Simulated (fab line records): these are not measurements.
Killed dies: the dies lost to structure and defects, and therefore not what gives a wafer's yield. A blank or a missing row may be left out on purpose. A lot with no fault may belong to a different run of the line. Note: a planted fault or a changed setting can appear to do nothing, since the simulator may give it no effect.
The tool behind it: which one? / flow gf180mcu / 14 lots, 42 wafers sampled, at 5 steps of a route of 602

== WHAT EACH GAUGE READ, for each wafer ==
GF_VT_IMPLANT_OVL_MEAS_18.
lot=L847; measured=day 7 01:32; on=overlay-02; VT_IMPLANT_01_OVL (nm)=1.2 0.5 0.6
lot=L850; measured=day 7 17:39; on=overlay-02; VT_IMPLANT_01_OVL (nm)=-1.8 -1.1 -0.8
lot=L851; measured=day 8 03:20; on=overlay-01; VT_IMPLANT_01_OVL (nm)=-0.2 -1.9 -1.2
lot=L853; measured=day 8 16:23; on=overlay-01; VT_IMPLANT_01_OVL (nm)=-0.2 -0.7 -2.3
lot=L854; measured=day 8 21:32; on=overlay-02; VT_IMPLANT_01_OVL (nm)=-1.1 -0.7 -0.6
lot=L856; measured=day 9 09:23; on=overlay-02; VT_IMPLANT_01_OVL (nm)=-3.3 -3.8 -2.9
lot=L857; measured=day 9 15:38; on=overlay-02; VT_IMPLANT_01_OVL (nm)=-1.7 -1.0 -1.3
lot=L858; measured=day 9 23:58; on=overlay-02; VT_IMPLANT_01_OVL (nm)=-0.4 -2.0 -1.6
lot=L859; measured=day 10 03:53; on=overlay-01; VT_IMPLANT_01_OVL (nm)=-0.7 -1.4 -0.9
lot=L861; measured=day 10 17:17; on=overlay-01; VT_IMPLANT_01_OVL (nm)=0.7 0.5 -0.2
lot=L863; measured=day 11 08:02; on=overlay-01; VT_IMPLANT_01_OVL (nm)=0.1 0.9 1.2
lot=L864; measured=day 11 15:19; on=overlay-01; VT_IMPLANT_01_OVL (nm)=1.0 -1.0 1.2
lot=L866; measured=day 12 01:26; on=overlay-01; VT_IMPLANT_01_OVL (nm)=0.9 0.4 0.8
lot=L867; measured=day 12 13:22; on=overlay-01; VT_IMPLANT_01_OVL (nm)=-2.0 -2.8 -1.6

GF_HV_LDD_CD_MEAS_19: target cd 400 nm.
lot=L847; measured=day 11 18:34; on=cd-sem-02; cd-nm (nm)=398.6 400.3 398.1
lot=L850; measured=day 12 12:49; on=cd-sem-01; cd-nm (nm)=401.4 403.6 401.3
lot=L851; measured=day 13 03:44; on=cd-sem-01; cd-nm (nm)=401.0 394.4 397.0
lot=L853; measured=day 13 14:55; on=cd-sem-01; cd-nm (nm)=398.5 398.8 396.9
lot=L854; measured=day 13 23:14; on=cd-sem-01; cd-nm (nm)=401.4 400.4 400.7
lot=L856; measured=day 14 12:47; on=cd-sem-02; cd-nm (nm)=400.2 402.6 401.9
lot=L857; measured=day 14 20:59; on=cd-sem-02; cd-nm (nm)=401.3 401.3 400.0
lot=L858; measured=day 15 06:56; on=cd-sem-02; cd-nm (nm)=397.0 394.9 397.5
lot=L859; measured=day 15 10:54; on=cd-sem-02; cd-nm (nm)=399.7 401.2 399.6
lot=L861; measured=day 16 01:15; on=cd-sem-01; cd-nm (nm)=400.3 400.3 400.4
lot=L863; measured=day 16 18:44; on=cd-sem-02; cd-nm (nm)=399.8 399.4 402.5
lot=L864; measured=day 17 04:26; on=cd-sem-02; cd-nm (nm)=400.9 400.0 399.5
lot=L866; measured=day 17 14:22; on=cd-sem-02; cd-nm (nm)=401.0 402.5 401.2
lot=L867; measured=day 18 06:55; on=cd-sem-01; cd-nm (nm)=406.0 403.8 403.2

GF_HV_LDD_TW_MEAS_23.
lot=L847; measured=day 11 18:58; on=film-metro-01; HV_LDD_2_TW=1052 1051 1045
lot=L850; measured=day 12 13:13; on=film-metro-04; HV_LDD_2_TW=1593 1595 1599
lot=L851; measured=day 13 04:08; on=film-metro-04; HV_LDD_2_TW=1057 1058 1055
lot=L853; measured=day 13 15:19; on=film-metro-01; HV_LDD_2_TW=1586 1591 1591
lot=L854; measured=day 13 23:38; on=film-metro-04; HV_LDD_2_TW=1062 1063 1064
lot=L856; measured=day 14 13:11; on=film-metro-04; HV_LDD_2_TW=1062 1066 1063
lot=L857; measured=day 14 21:22; on=film-metro-02; HV_LDD_2_TW=1070 1062 1066
lot=L858; measured=day 15 07:29; on=film-metro-01; HV_LDD_2_TW=1052 1051 1058
lot=L859; measured=day 15 11:17; on=film-metro-02; HV_LDD_2_TW=1073 1069 1073
lot=L861; measured=day 16 01:38; on=film-metro-01; HV_LDD_2_TW=1051 1057 1056
lot=L863; measured=day 16 19:08; on=film-metro-01; HV_LDD_2_TW=1053 1054 1054
lot=L864; measured=day 17 04:50; on=film-metro-04; HV_LDD_2_TW=1067 1066 1065
lot=L866; measured=day 17 14:46; on=film-metro-04; HV_LDD_2_TW=1056 1062 1060
lot=L867; measured=day 18 07:19; on=film-metro-04; HV_LDD_2_TW=1068 1058 1065

GF_HV_LDD_TW_MEAS_50.
lot=L847; measured=day 13 10:24; on=film-metro-02; HV_LDD_4_TW=575.7 572.6 574.3
lot=L850; measured=day 14 06:30; on=film-metro-04; HV_LDD_4_TW=569.7 577.9 571.8
lot=L851; measured=day 14 21:35; on=film-metro-02; HV_LDD_4_TW=575.2 576.6 573.1
lot=L853; measured=day 15 10:39; on=film-metro-01; HV_LDD_4_TW=564.6 566.2 566.1
lot=L854; measured=day 15 18:29; on=film-metro-04; HV_LDD_4_TW=571.7 572.9 571.6
lot=L856; measured=day 16 09:50; on=film-metro-02; HV_LDD_4_TW=575.0 576.2 575.2
lot=L857; measured=day 16 16:49; on=film-metro-04; HV_LDD_4_TW=570.4 569.1 569.8
lot=L858; measured=day 17 04:32; on=film-metro-04; HV_LDD_4_TW=574.4 573.2 571.1
lot=L859; measured=day 17 09:14; on=film-metro-04; HV_LDD_4_TW=573.4 572.9 570.5
lot=L861; measured=day 18 00:26; on=film-metro-04; HV_LDD_4_TW=575.1 571.9 574.1
lot=L863; measured=day 18 18:20; on=film-metro-01; HV_LDD_4_TW=568.8 569.5 567.6
lot=L864; measured=day 19 04:19; on=film-metro-02; HV_LDD_4_TW=572.4 573.0 573.8
lot=L866; measured=day 19 15:57; on=film-metro-01; HV_LDD_4_TW=571.5 568.4 568.8
lot=L867; measured=day 20 08:55; on=film-metro-01; HV_LDD_4_TW=568.9 567.3 568.8

== WHICH TOOL RAN EACH LOT (tool, then ch and the chambers of the sampled wafers, then the start) ==
lot=L847; GF_HV_LDD_IMPLANT_21=implanter-04 ch 0, day 11 18:44
lot=L850; GF_HV_LDD_IMPLANT_21=implanter-04 ch 0, day 12 12:59
lot=L851; GF_HV_LDD_IMPLANT_21=implanter-01 ch 0, day 13 03:53
lot=L853; GF_HV_LDD_IMPLANT_21=implanter-04 ch 0, day 13 15:05
lot=L854; GF_HV_LDD_IMPLANT_21=implanter-03 ch 0, day 13 23:23
lot=L856; GF_HV_LDD_IMPLANT_21=implanter-01 ch 0, day 14 12:56
lot=L857; GF_HV_LDD_IMPLANT_21=implanter-01 ch 0, day 14 21:09
lot=L858; GF_HV_LDD_IMPLANT_21=implanter-03 ch 0, day 15 07:14
lot=L859; GF_HV_LDD_IMPLANT_21=implanter-01 ch 0, day 15 11:04
lot=L861; GF_HV_LDD_IMPLANT_21=implanter-03 ch 0, day 16 01:25
lot=L863; GF_HV_LDD_IMPLANT_21=implanter-01 ch 0, day 16 18:53
lot=L864; GF_HV_LDD_IMPLANT_21=implanter-01 ch 0, day 17 04:35
lot=L866; GF_HV_LDD_IMPLANT_21=implanter-04 ch 0, day 17 14:32
lot=L867; GF_HV_LDD_IMPLANT_21=implanter-01 ch 0, day 18 07:04
- GF_HV_LDD_IMPLANT_21

== WHAT THE TOOLS THEMSELVES READ (means of the sampled wafers that have a number; where no wafer has one, the mark that the record gives instead) ==
GF_HV_LDD_IMPLANT_21.
lot=L847; tool=implanter-04; beam-on-s (s)=9.97; dose-ions-cm2=5e+13; end-station-pressure-torr (Torr)=5.25e-06; faraday-current-uA=283
lot=L850; tool=implanter-04; beam-on-s (s)=14.67; dose-ions-cm2=2e+14; end-station-pressure-torr (Torr)=5.03e-06; faraday-current-uA=719
lot=L851; tool=implanter-01; beam-on-s (s)=10.10; dose-ions-cm2=5e+13; end-station-pressure-torr (Torr)=5.05e-06; faraday-current-uA=278
lot=L853; tool=implanter-04; beam-on-s (s)=14.73; dose-ions-cm2=2e+14; end-station-pressure-torr (Torr)=5.43e-06; faraday-current-uA=715
lot=L854; tool=implanter-03; beam-on-s (s)=9.72; dose-ions-cm2=5e+13; end-station-pressure-torr (Torr)=5.27e-06; faraday-current-uA=289
lot=L856; tool=implanter-01; beam-on-s (s)=9.98; dose-ions-cm2=5e+13; end-station-pressure-torr (Torr)=5.25e-06; faraday-current-uA=283
lot=L857; tool=implanter-01; beam-on-s (s)=10.17; dose-ions-cm2=5e+13; end-station-pressure-torr (Torr)=5.33e-06; faraday-current-uA=278
lot=L858; tool=implanter-03; beam-on-s (s)=9.96; dose-ions-cm2=5e+13; end-station-pressure-torr (Torr)=5.01e-06; faraday-current-uA=283
lot=L859; tool=implanter-01; beam-on-s (s)=10.08; dose-ions-cm2=5e+13; end-station-pressure-torr (Torr)=5.36e-06; faraday-current-uA=280
lot=L861; tool=implanter-03; beam-on-s (s)=9.85; dose-ions-cm2=5e+13; end-station-pressure-torr (Torr)=5.43e-06; faraday-current-uA=286
lot=L863; tool=implanter-01; beam-on-s (s)=10.09; dose-ions-cm2=5e+13; end-station-pressure-torr (Torr)=5.27e-06; faraday-current-uA=279
lot=L864; tool=implanter-01; beam-on-s (s)=9.97; dose-ions-cm2=5e+13; end-station-pressure-torr (Torr)=5.28e-06; faraday-current-uA=282
lot=L866; tool=implanter-04; beam-on-s (s)=9.90; dose-ions-cm2=5e+13; end-station-pressure-torr (Torr)=5.41e-06; faraday-current-uA=285
lot=L867; tool=implanter-01; beam-on-s (s)=10.04; dose-ions-cm2=5e+13; end-station-pressure-torr (Torr)=5.27e-06; faraday-current-uA=282

== THE ANSWER, worked out from the rows above alone ==
Rule: the usual values come from the lots themselves. Put in order of their means at a reading, lots are off if they are a third of the lots or fewer, leave a main group of 4 or more, and stand apart from it by a gap of 3 or more times the standard deviation of the main group's means; of several such gaps the widest counts. A main group is skipped when, at the precision printed for the reading in the tables above, its means are all equal. A lot without any number at a reading at which 4 lots or more have one is off too. All remaining lots with rows at the step are treated as sound. After the gauges, taken in route order, come the tools' own readings; for these a lot's mean is taken, as printed above. At the first step where some lot is off, the reading lying furthest off is the one used; lots without a number count as furthest.
Off: L850, L853, at GF_HV_LDD_TW_MEAS_23 (HV_LDD_2_TW). The main group: mean 1060, standard deviation 6.3.
A tool fits if, at a process step before that reading, it ran every lot that is off, and no sound lot after the first of them. The gauges at GF_HV_LDD_TW_MEAS_23 aren't tried: what is off there is off at GF_HV_LDD_IMPLANT_21 too, on other tools, and a gauge's error can't cause that. Not one of the candidates tried fits.

== WHAT WAS PUT IN BY THE SIMULATOR ==
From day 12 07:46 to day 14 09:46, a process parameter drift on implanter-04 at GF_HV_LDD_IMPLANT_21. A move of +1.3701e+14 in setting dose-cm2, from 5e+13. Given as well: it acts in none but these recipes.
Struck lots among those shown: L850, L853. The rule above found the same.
